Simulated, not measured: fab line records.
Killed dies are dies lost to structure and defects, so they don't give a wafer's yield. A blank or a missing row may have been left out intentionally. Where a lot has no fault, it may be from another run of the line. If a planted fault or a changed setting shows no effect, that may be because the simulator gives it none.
The tool behind it: which one? + flow sky130 + 45 wafers from 15 lots sampled at 6 of the route's 708 steps

WHAT EACH GAUGE READ, for each wafer
SKY_POLY_GATE_OVL_MEAS_14.
| lot  | measured     | on         | POLY_GATE_OVL (nm) |
|------|--------------|------------|--------------------|
| L434 | day 17 07:50 | overlay-01 | 9 10 -1            |
| L435 | day 17 09:09 | overlay-02 | 1 -2 -4            |
| L436 | day 17 11:04 | overlay-02 | 7 13 6             |
| L439 | day 19 14:35 | overlay-01 | 0 -4 -2            |
| L440 | day 19 21:56 | overlay-02 | 0 -2 7             |
| L444 | day 20 13:29 | overlay-02 | 5 -2 3             |
| L445 | day 20 16:30 | overlay-02 | 5 3 -1             |
| L446 | day 21 00:02 | overlay-02 | -5 2 5             |
| L447 | day 21 14:35 | overlay-02 | -9 -10 -8          |
| L450 | day 22 17:41 | overlay-02 | 5 7 6              |
| L452 | day 23 15:32 | overlay-01 | 4 -4 1             |
| L453 | day 23 19:24 | overlay-02 | 4 11 4             |
| L454 | day 24 06:26 | overlay-02 | 0 -5 -2            |
| L455 | day 24 13:56 | overlay-02 | 4 5 9              |
| L456 | day 24 17:47 | overlay-01 | -3 -3 4            |

SKY_LDD_HVN_TW_MEAS_10.
| lot  | measured     | on            | LDD_HVN_TW     |
|------|--------------|---------------|----------------|
| L434 | day 21 12:05 | film_metro-04 | 1435 1432 1429 |
| L435 | day 21 12:56 | film_metro-04 | 1436 1430 1433 |
| L436 | day 21 12:25 | film_metro-03 | 1447 1454 1452 |
| L439 | day 23 16:32 | film_metro-03 | 1453 1444 1453 |
| L440 | day 23 19:31 | film_metro-03 | 1451 1445 1454 |
| L444 | day 24 10:31 | film_metro-02 | 30 30 30       |
| L445 | day 24 13:46 | film_metro-02 | 30 30 30       |
| L446 | day 24 22:45 | film_metro-02 | 30 30 30       |
| L447 | day 25 12:49 | film_metro-03 | 1456 1447 1446 |
| L450 | day 26 13:44 | film_metro-02 | 1424 1419 1426 |
| L452 | day 27 11:00 | film_metro-04 | 1452 1445 1442 |
| L453 | day 27 14:02 | film_metro-04 | 1438 1440 1445 |
| L454 | day 28 02:22 | film_metro-03 | 1454 1453 1447 |
| L455 | day 28 08:38 | film_metro-04 | 1442 1454 1452 |
| L456 | day 28 14:10 | film_metro-04 | 1452 1457 1452 |

SKY_POLY_CUT_OVL_MEAS_09.
| lot  | measured     | on         | POLY_CUT_OVL (nm) |
|------|--------------|------------|-------------------|
| L434 | day 25 09:02 | overlay-01 | 8 2 11            |
| L435 | day 25 12:00 | overlay-01 | 2 -10 -5          |
| L436 | day 25 09:24 | overlay-01 | -4 -4 -6          |
| L439 | day 27 14:35 | overlay-02 | 1 12 3            |
| L440 | day 27 15:16 | overlay-01 | -6 -4 -5          |
| L444 | day 28 04:23 | overlay-02 | 0 4 8             |
| L445 | day 28 05:32 | overlay-02 | -4 -9 -2          |
| L446 | day 28 16:59 | overlay-01 | 9 13 12           |
| L447 | day 29 07:05 | overlay-01 | 15 10 11          |
| L450 | day 30 06:07 | overlay-02 | 10 0 3            |
| L452 | day 31 03:05 | overlay-01 | -4 -4 -5          |
| L453 | day 31 05:56 | overlay-02 | 10 17 9           |
| L454 | day 31 16:44 | overlay-02 | 3 3 4             |
| L455 | day 31 22:53 | overlay-02 | 7 4 -2            |
| L456 | day 32 04:14 | overlay-02 | 2 -2 2            |

WHAT TOOL EACH LOT RAN ON (gives the tool, then ch and the chambers of the sampled wafers, and finally the start)
| lot  | SKY_POLY_GATE_ETCH_15              | SKY_LDD_P_STRIP_10                   | SKY_LDD_HVN_STRIP_09                 |
|------|------------------------------------|--------------------------------------|--------------------------------------|
| L434 | rie_diel-04 ch 0,2,3, day 17 07:52 | plasma_asher-02 ch 0,1, day 20 04:31 | plasma_asher-03 ch 0,1, day 21 11:59 |
| L435 | rie_diel-02 ch 0,1, day 17 09:10   | plasma_asher-01 ch 0,1, day 20 05:37 | plasma_asher-01 ch 0,1, day 21 12:50 |
| L436 | rie_diel-01 ch 0,3, day 17 11:05   | plasma_asher-04 ch 0,1, day 20 05:19 | plasma_asher-01 ch 0,1, day 21 12:19 |
| L439 | rie_diel-02 ch 0,1,2, day 19 14:37 | plasma_asher-04 ch 0,1, day 22 09:28 | plasma_asher-03 ch 0,1, day 23 16:26 |
| L440 | rie_diel-04 ch 1,2,3, day 19 21:58 | plasma_asher-02 ch 0,1, day 22 13:34 | plasma_asher-03 ch 0,1, day 23 19:25 |
| L444 | rie_diel-02 ch 0,1,2, day 20 13:32 | plasma_asher-04 ch 0,1, day 23 05:34 | plasma_asher-04 ch 0,1, day 24 10:25 |
| L445 | rie_diel-04 ch 0,1,3, day 20 16:31 | plasma_asher-02 ch 0,1, day 23 08:10 | plasma_asher-01 ch 0,1, day 24 13:40 |
| L446 | rie_diel-04 ch 2,3, day 21 00:04   | plasma_asher-02 ch 0,1, day 23 16:40 | plasma_asher-03 ch 0,1, day 24 22:38 |
| L447 | rie_diel-04 ch 1,2, day 21 14:37   | plasma_asher-01 ch 1, day 24 06:59   | plasma_asher-04 ch 0,1, day 25 12:42 |
| L450 | rie_diel-01 ch 1,2, day 22 17:44   | plasma_asher-04 ch 0,1, day 25 08:34 | plasma_asher-04 ch 0,1, day 26 13:38 |
| L452 | rie_diel-04 ch 0,1,3, day 23 15:34 | plasma_asher-04 ch 0,1, day 26 06:01 | plasma_asher-03 ch 0,1, day 27 10:54 |
| L453 | rie_diel-01 ch 2,3, day 23 19:25   | plasma_asher-04 ch 0,1, day 26 09:39 | plasma_asher-03 ch 0,1, day 27 13:56 |
| L454 | rie_diel-02 ch 1,2,3, day 24 06:29 | plasma_asher-01 ch 0,1, day 26 20:19 | plasma_asher-04 ch 0,1, day 28 02:16 |
| L455 | rie_diel-04 ch 1,2,3, day 24 13:59 | plasma_asher-01 ch 0, day 27 03:04   | plasma_asher-04 ch 0,1, day 28 08:32 |
| L456 | rie_diel-04 ch 1,2,3, day 24 17:49 | plasma_asher-01 ch 0,1, day 27 08:58 | plasma_asher-03 ch 0,1, day 28 14:04 |
- SKY_POLY_GATE_ETCH_15: etches BARC in N2/H2, stops on SiO2, time 118.5 s, target depth 110 nm.
- SKY_LDD_P_STRIP_10: strips in O2/N2.
- SKY_LDD_HVN_STRIP_09: strips in O2/N2.

AS READ BY THE TOOLS THEMSELVES (means over the sampled wafers that have a number; for cases with no such wafer, the mark the record gives instead)
SKY_POLY_GATE_ETCH_15.
| lot  | tool        | chamber_pressure_mTorr (mTorr) | drypump_motor_current_A (A) | oes_product_au (a.u.) | throttle_valve_pct (%) |
|------|-------------|--------------------------------|-----------------------------|-----------------------|------------------------|
| L434 | rie_diel-04 | 30.027                         | 5.9                         | 0.720                 | 13.213                 |
| L435 | rie_diel-02 | 30.002                         | 5.5                         | 0.715                 | 13.217                 |
| L436 | rie_diel-01 | 30.007                         | 5.9                         | 0.717                 | 13.210                 |
| L439 | rie_diel-02 | 29.994                         | 5.8                         | 0.714                 | 13.211                 |
| L440 | rie_diel-04 | 29.985                         | 5.4                         | 0.717                 | 13.207                 |
| L444 | rie_diel-02 | 30.003                         | 5.9                         | 0.713                 | 13.211                 |
| L445 | rie_diel-04 | 29.957                         | 5.9                         | 0.711                 | 13.208                 |
| L446 | rie_diel-04 | 30.031                         | 5.4                         | 0.716                 | 13.210                 |
| L447 | rie_diel-04 | 29.993                         | 5.1                         | 0.714                 | 13.216                 |
| L450 | rie_diel-01 | 30.003                         | 6.0                         | 0.715                 | 13.209                 |
| L452 | rie_diel-04 | 29.994                         | 5.9                         | 0.714                 | 13.219                 |
| L453 | rie_diel-01 | 29.989                         | 6.1                         | 0.715                 | 13.215                 |
| L454 | rie_diel-02 | 30.003                         | 5.9                         | 0.715                 | 13.213                 |
| L455 | rie_diel-04 | 29.986                         | 5.4                         | 0.719                 | 13.203                 |
| L456 | rie_diel-04 | 30.002                         | 5.4                         | 0.716                 | 13.219                 |

SKY_LDD_P_STRIP_10.
| lot  | tool            | chamber_pressure_mTorr (mTorr) | drypump_motor_current_A (A) | o2_flow_sccm (sccm) | oes_product_au (a.u.) | strip_time_to_endpoint_s (s) |
|------|-----------------|--------------------------------|-----------------------------|---------------------|-----------------------|------------------------------|
| L434 | plasma_asher-02 | 1501.0                         | 5.69                        | 2996                | 0.713                 | 14.14                        |
| L435 | plasma_asher-01 | 1500.2                         | 6.09                        | 3001                | 0.719                 | 14.17                        |
| L436 | plasma_asher-04 | 1499.7                         | 5.77                        | 3006                | 0.718                 | 14.18                        |
| L439 | plasma_asher-04 | 1499.5                         | 6.00                        | 3003                | 0.715                 | 14.23                        |
| L440 | plasma_asher-02 | 1500.0                         | 5.67                        | 2994                | 0.710                 | 14.16                        |
| L444 | plasma_asher-04 | -                              | -                           | -                   | -                     | -                            |
| L445 | plasma_asher-02 | -                              | -                           | -                   | -                     | -                            |
| L446 | plasma_asher-02 | -                              | -                           | -                   | -                     | -                            |
| L447 | plasma_asher-01 | 1499.3                         | 6.28                        | 2990                | 0.715                 | 14.19                        |
| L450 | plasma_asher-04 | 1498.9                         | 5.98                        | 3000                | 0.715                 | 14.17                        |
| L452 | plasma_asher-04 | 1500.9                         | 6.00                        | 2997                | 0.715                 | 14.20                        |
| L453 | plasma_asher-04 | 1499.1                         | 5.79                        | 3006                | 0.716                 | 14.21                        |
| L454 | plasma_asher-01 | 1500.7                         | 6.19                        | 3007                | 0.717                 | 14.18                        |
| L455 | plasma_asher-01 | 1500.5                         | 5.96                        | 2991                | 0.717                 | 14.16                        |
| L456 | plasma_asher-01 | 1500.7                         | 6.07                        | 2988                | 0.714                 | 14.16                        |

SKY_LDD_HVN_STRIP_09.
| lot  | tool            | chamber_pressure_mTorr (mTorr) | drypump_motor_current_A (A) | o2_flow_sccm (sccm) | oes_product_au (a.u.) | strip_time_to_endpoint_s (s) |
|------|-----------------|--------------------------------|-----------------------------|---------------------|-----------------------|------------------------------|
| L434 | plasma_asher-03 | 1499.9                         | 5.6                         | 3000                | 0.411                 | 4.120                        |
| L435 | plasma_asher-01 | 1499.4                         | 6.1                         | 3001                | 0.405                 | 4.132                        |
| L436 | plasma_asher-01 | 1499.3                         | 6.2                         | 3003                | 0.404                 | 4.123                        |
| L439 | plasma_asher-03 | 1499.1                         | 5.6                         | 2992                | 0.410                 | 4.155                        |
| L440 | plasma_asher-03 | 1500.8                         | 5.5                         | 3010                | 0.408                 | 4.135                        |
| L444 | plasma_asher-04 | 1499.8                         | 6.0                         | 2991                | 0.718                 | 21.798                       |
| L445 | plasma_asher-01 | 1500.0                         | 6.1                         | 3006                | 0.716                 | 21.759                       |
| L446 | plasma_asher-03 | 1498.8                         | 5.6                         | 3005                | 0.722                 | 21.668                       |
| L447 | plasma_asher-04 | 1500.5                         | 6.0                         | 2994                | 0.407                 | 4.127                        |
| L450 | plasma_asher-04 | 1499.7                         | 6.0                         | 3008                | 0.408                 | 4.142                        |
| L452 | plasma_asher-03 | 1500.2                         | 5.6                         | 3000                | 0.410                 | 4.164                        |
| L453 | plasma_asher-03 | 1499.9                         | 5.5                         | 3002                | 0.413                 | 4.116                        |
| L454 | plasma_asher-04 | 1501.2                         | 6.0                         | 2995                | 0.411                 | 4.153                        |
| L455 | plasma_asher-04 | 1499.7                         | 6.0                         | 2999                | 0.411                 | 4.126                        |
| L456 | plasma_asher-03 | 1499.5                         | 5.5                         | 3006                | 0.409                 | 4.162                        |

THE ANSWER, worked out from the rows above alone
Rule: the usual values come from the lots themselves. Put in order of their means at a reading, lots are off if they are a third of the lots or fewer, leave a main group of 4 or more, and stand apart from it by a gap of 3 or more times the standard deviation of the main group's means; of several such gaps the widest counts. Not used: any main group whose means are identical at the precision the tables above print for the reading. A lot without any number at a reading at which 4 lots or more have one is off too. The other lots that the step has rows for count as sound. The gauges are gone through in route order, then the tools' own readings, and for those a lot's mean is taken as printed above. The first step at which some lot is off is used, and at that step the reading that is off furthest; a lot without a number counts as furthest.
Off: at SKY_LDD_HVN_TW_MEAS_10 (LDD_HVN_TW), L444, L445, L446. The main group has a mean of 1444 with a standard deviation of 9.3.
If a tool, at a process step before that reading, ran all the lots that are off and no sound lot after the first of them, it fits. The gauges at SKY_LDD_HVN_TW_MEAS_10 aren't tried: what is off there is off at SKY_LDD_P_STRIP_10 too, on other tools, and a gauge's error can't cause that. No candidate that was tried fits.

WHAT THE SIMULATOR PUT IN
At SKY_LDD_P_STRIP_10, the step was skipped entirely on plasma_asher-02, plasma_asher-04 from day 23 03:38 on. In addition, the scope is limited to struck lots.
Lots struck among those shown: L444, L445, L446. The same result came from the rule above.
